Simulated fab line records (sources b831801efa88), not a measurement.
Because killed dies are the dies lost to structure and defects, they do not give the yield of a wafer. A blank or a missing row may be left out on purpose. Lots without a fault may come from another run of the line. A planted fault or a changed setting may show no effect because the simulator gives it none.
Chamber matching :: flow sky130 :: 3 sister chambers for SKY_CAP2M_CVD_00 on pecvd-02
The step deposits SiO2, target thk 15.5 nm. 30 wafers are shown with their chamber, then 12 later ones without.

== WAFERS PAIRED WITH THEIR CHAMBERS ==
wafer: L075.4
chamber: 1
heaterPowerW (W): 782

wafer: L075.5
chamber: 0
heaterPowerW (W): 769

wafer: L075.6
chamber: 2
heaterPowerW (W): 694

wafer: L076.2
chamber: 2
heaterPowerW (W): 707

wafer: L076.4
chamber: 0
heaterPowerW (W): 766

wafer: L076.5
chamber: 2
heaterPowerW (W): 685

wafer: L078.1
chamber: 0
heaterPowerW (W): 726

wafer: L078.2
chamber: 2
heaterPowerW (W): 561

wafer: L078.3
chamber: 1
heaterPowerW (W): 778

wafer: L078.4
chamber: 0
heaterPowerW (W): 730

wafer: L078.5
chamber: 1
heaterPowerW (W): 776

wafer: L078.6
chamber: 2
heaterPowerW (W): 554

wafer: L080.2
chamber: 1
heaterPowerW (W): 790

wafer: L080.3
chamber: 0
heaterPowerW (W): 706

wafer: L080.4
chamber: 0
heaterPowerW (W): 706

wafer: L082.1
chamber: 1
heaterPowerW (W): 730

wafer: L082.2
chamber: 2
heaterPowerW (W): 689

wafer: L082.5
chamber: 2
heaterPowerW (W): 700

wafer: L082.3
chamber: 1
heaterPowerW (W): 755

wafer: L082.4
chamber: 2
heaterPowerW (W): 686

wafer: L082.6
chamber: 1
heaterPowerW (W): 741

wafer: L084.1
chamber: 0
heaterPowerW (W): 699

wafer: L084.2
chamber: 1
heaterPowerW (W): 723

wafer: L084.3
chamber: 2
heaterPowerW (W): 631

wafer: L084.4
chamber: 0
heaterPowerW (W): 702

wafer: L084.5
chamber: 2
heaterPowerW (W): 640

wafer: L084.6
chamber: 1
heaterPowerW (W): 735

wafer: L085.3
chamber: 2
heaterPowerW (W): 668

wafer: L085.4
chamber: 2
heaterPowerW (W): 704

wafer: L085.6
chamber: 0
heaterPowerW (W): 732

SIGNATURES (means of the wafers above)
reading: heaterPowerW
chamber 0: 726.22
chamber 1: 756.67
chamber 2: 659.92
scatter within a chamber: 39.5
Rule: for each reading, subtract the chamber's mean from the wafer's reading, divide by that reading's scatter and square the result; add these up over the readings and take the root, which gives the wafer's distance from the chamber. If the next closest chamber is less than 2 further off than the closest, the wafer can't be placed; otherwise it belongs to the closest. The scatter is the square root of a quotient: the sum, over the shown wafers, of each reading's squared deviation from its chamber's mean, divided by wafers minus chambers.

== WAFERS MISSING THEIR CHAMBER ==
wafer: L090.3
heaterPowerW (W): 683

wafer: L090.5
heaterPowerW (W): 742

wafer: L090.6
heaterPowerW (W): 669

wafer: L092.4
heaterPowerW (W): 702

wafer: L092.5
heaterPowerW (W): 675

wafer: L092.6
heaterPowerW (W): 689

wafer: L094.3
heaterPowerW (W): 653

wafer: L094.4
heaterPowerW (W): 640

wafer: L094.5
heaterPowerW (W): 751

wafer: L096.1
heaterPowerW (W): 746

wafer: L096.3
heaterPowerW (W): 609

wafer: L096.6
heaterPowerW (W): 626

== WHICH CHAMBER EACH ONE RAN IN ==
wafer: L090.3
from the rows above: can't be placed: 2 or 0 or 1
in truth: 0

wafer: L090.5
from the rows above: can't be placed: 1 or 0 or 2
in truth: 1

wafer: L090.6
from the rows above: can't be placed: 2 or 0 or 1
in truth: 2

wafer: L092.4
from the rows above: can't be placed: 0 or 2 or 1
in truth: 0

wafer: L092.5
from the rows above: can't be placed: 2 or 0 or 1
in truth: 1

wafer: L092.6
from the rows above: can't be placed: 2 or 0 or 1
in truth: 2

wafer: L094.3
from the rows above: can't be placed: 2 or 0
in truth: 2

wafer: L094.4
from the rows above: can't be placed: 2 or 0
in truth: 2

wafer: L094.5
from the rows above: can't be placed: 1 or 0
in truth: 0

wafer: L096.1
from the rows above: can't be placed: 1 or 0 or 2
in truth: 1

wafer: L096.3
from the rows above: can't be placed: 2 or 0
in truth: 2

wafer: L096.6
from the rows above: can't be placed: 2 or 0
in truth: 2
Correctly placed: 0 of 12. These rows do not allow placing 12 (true chamber among the candidates in 12). 0 placed wrongly.
